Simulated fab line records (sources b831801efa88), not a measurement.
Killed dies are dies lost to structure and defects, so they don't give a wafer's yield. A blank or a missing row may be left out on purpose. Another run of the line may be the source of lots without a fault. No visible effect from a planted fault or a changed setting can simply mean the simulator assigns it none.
Which tool did it? -- flow gf180mcu -- Sampling: 10 lots, 30 wafers, 6 of 602 route steps

## WHAT THE GAUGES READ, wafer by wafer
GF_SALICIDE_RS_MEAS_04: the measuring method here is four-point-probe.
lot,measured,on,SALICIDE_TIN_RS (ohm/sq)
L817,day 15 20:37,film-metro-02,16.6 16.1 16.6
L818,day 16 03:59,film-metro-04,16.5 16.4 16.6
L819,day 16 11:01,film-metro-02,16.6 16.7 15.8
L820,day 16 21:22,film-metro-02,16.2 16.7 16.9
L826,day 19 00:59,film-metro-01,16.1 16.8 16.8
L830,day 20 17:42,film-metro-02,16.9 16.2 16.4
L834,day 21 22:33,film-metro-01,16.2 17.0 16.9
L835,day 22 07:33,film-metro-01,16.1 15.8 16.4
L837,day 22 21:28,film-metro-02,15.9 15.6 15.9
L838,day 23 10:03,film-metro-04,15.9 16.7 16.2

GF_CONTACT_THK_MEAS_26: measures by xrf.
lot,measured,on,CONTACT_W_THK (nm)
L817,day 16 20:25,film-metro-01,295 295 296
L818,day 17 05:45,film-metro-03,291 293 296
L819,day 17 12:26,film-metro-04,301 296 296
L820,day 17 22:31,film-metro-04,300 296 300
L826,day 20 03:34,film-metro-01,295 297 303
L830,day 21 19:37,film-metro-04,299 304 295
L834,day 22 22:27,film-metro-01,302 299 301
L835,day 23 08:14,film-metro-04,300 304 307
L837,day 23 21:36,film-metro-03,302 297 296
L838,day 24 10:06,film-metro-01,304 307 306

GF_M1_RS_MEAS_05: the measuring method here is four-point-probe.
lot,measured,on,M1_ALCU_RS (ohm/sq)
L817,day 16 21:00,film-metro-04,0.0704 0.0721 0.0714
L818,day 17 06:20,film-metro-02,0.0692 0.0704 0.0698
L819,day 17 13:01,film-metro-04,0.1031 0.0704 0.1047 0.1027 0.0703 0.1047
L820,day 17 23:06,film-metro-04,0.0703 0.1056 0.0701 0.0702 0.1053 0.0701
L826,day 20 04:10,film-metro-02,0.0704 0.0701 0.0705
L830,day 21 20:12,film-metro-02,0.0700 0.0704 0.0705
L834,day 22 23:02,film-metro-02,0.0700 0.0679 0.0702
L835,day 23 08:49,film-metro-04,0.0689 0.0684 0.0694
L837,day 23 22:13,film-metro-02,0.0704 0.0685 0.0697
L838,day 24 10:41,film-metro-04,0.0705 0.0700 0.0687

GF_M1_THK_MEAS_06: measures by xrf.
lot,measured,on,M1_ALCU_THK (nm)
L817,day 16 21:07,film-metro-04,440 432 436
L818,day 17 06:27,film-metro-02,450 443 446
L819,day 17 17:08,film-metro-04,302 440 299 304 444 296
L820,day 18 02:15,film-metro-04,443 296 444 440 297 444
L826,day 20 04:16,film-metro-02,446 446 444
L830,day 21 20:19,film-metro-02,446 442 443
L834,day 22 23:10,film-metro-02,450 463 449
L835,day 23 08:56,film-metro-04,455 458 451
L837,day 23 22:19,film-metro-02,445 455 447
L838,day 24 10:48,film-metro-04,445 448 457

GF_M1_OVL_MEAS_15.
lot,measured,on,M1_OVL (nm)
L817,day 17 20:10,overlay-01,0 2 -2
L818,day 18 05:32,overlay-01,-6 -2 -4
L819,day 18 12:38,overlay-02,-7 -3 -7
L820,day 18 23:59,overlay-02,-1 2 1
L826,day 21 04:25,overlay-02,-8 -3 0
L830,day 22 19:19,overlay-01,-1 -3 -5
L834,day 23 21:58,overlay-01,6 0 -7
L835,day 24 07:43,overlay-01,-8 -6 -6
L837,day 24 20:05,overlay-02,11 6 4
L838,day 25 08:38,overlay-01,-9 -7 -10

## TOOL THAT RAN EACH LOT (tool first, then ch and the chambers of the sampled wafers, then the start)
lot,GF_M1_SPUTTER_02
L817,"pvd-sputter-03, day 16 20:53"
L818,"pvd-sputter-03, day 17 06:14"
L819,"pvd-sputter-03, day 17 12:55"
L820,"pvd-sputter-03, day 17 22:59"
L826,"pvd-sputter-04, day 20 04:02"
L830,"pvd-sputter-03, day 21 20:07"
L834,"pvd-sputter-03, day 22 22:57"
L835,"pvd-sputter-04, day 23 08:44"
L837,"pvd-sputter-02, day 23 22:05"
L838,"pvd-sputter-04, day 24 10:35"
- GF_M1_SPUTTER_02: material AlCu, target thk 450 nm, time 23.9 s.

## WHAT THE TOOLS THEMSELVES READ (means of the sampled wafers that have a number; where no wafer has one, the mark that the record gives instead)
GF_M1_SPUTTER_02.
lot,tool,throttle-valve-pct (%)
L817,pvd-sputter-03,30.4
L818,pvd-sputter-03,30.3
L819,pvd-sputter-03,30.4
L820,pvd-sputter-03,29.9
L826,pvd-sputter-04,30.9
L830,pvd-sputter-03,30.1
L834,pvd-sputter-03,30.3
L835,pvd-sputter-04,29.6
L837,pvd-sputter-02,28.7
L838,pvd-sputter-04,30.7

## THE ANSWER, worked out from the rows above alone
Rule: the usual values come from the lots themselves. The widest of any qualifying gaps counts: lots, ordered by their means at a reading, are off when they make up no more than a third of the lots, leave a main group of 4 or more, and stand apart from it by 3 or more times the standard deviation of that group's means. The tables above print the reading to a certain number of digits; a main group whose means all agree to those digits is not used. Also off: a lot with no number at a reading for which 4 or more lots have one. The other lots that the step has rows for count as sound. After the gauges, taken in route order, come the tools' own readings; for these a lot's mean is taken, as printed above. The first step at which some lot is off is used, and at that step the reading that is off furthest; a lot without a number counts as furthest.
Off: at GF_M1_RS_MEAS_05 (M1_ALCU_RS), L819, L820. The main group: mean 0.0699 ohm/sq, standard deviation 0.00069.
A tool fits if, at a process step before that reading, it ran every lot that is off, and no sound lot after the first of them. The gauges at GF_M1_RS_MEAS_05 are tried like those tools. None of those tried fits.

## WHAT HAD BEEN PUT IN BY THE SIMULATOR
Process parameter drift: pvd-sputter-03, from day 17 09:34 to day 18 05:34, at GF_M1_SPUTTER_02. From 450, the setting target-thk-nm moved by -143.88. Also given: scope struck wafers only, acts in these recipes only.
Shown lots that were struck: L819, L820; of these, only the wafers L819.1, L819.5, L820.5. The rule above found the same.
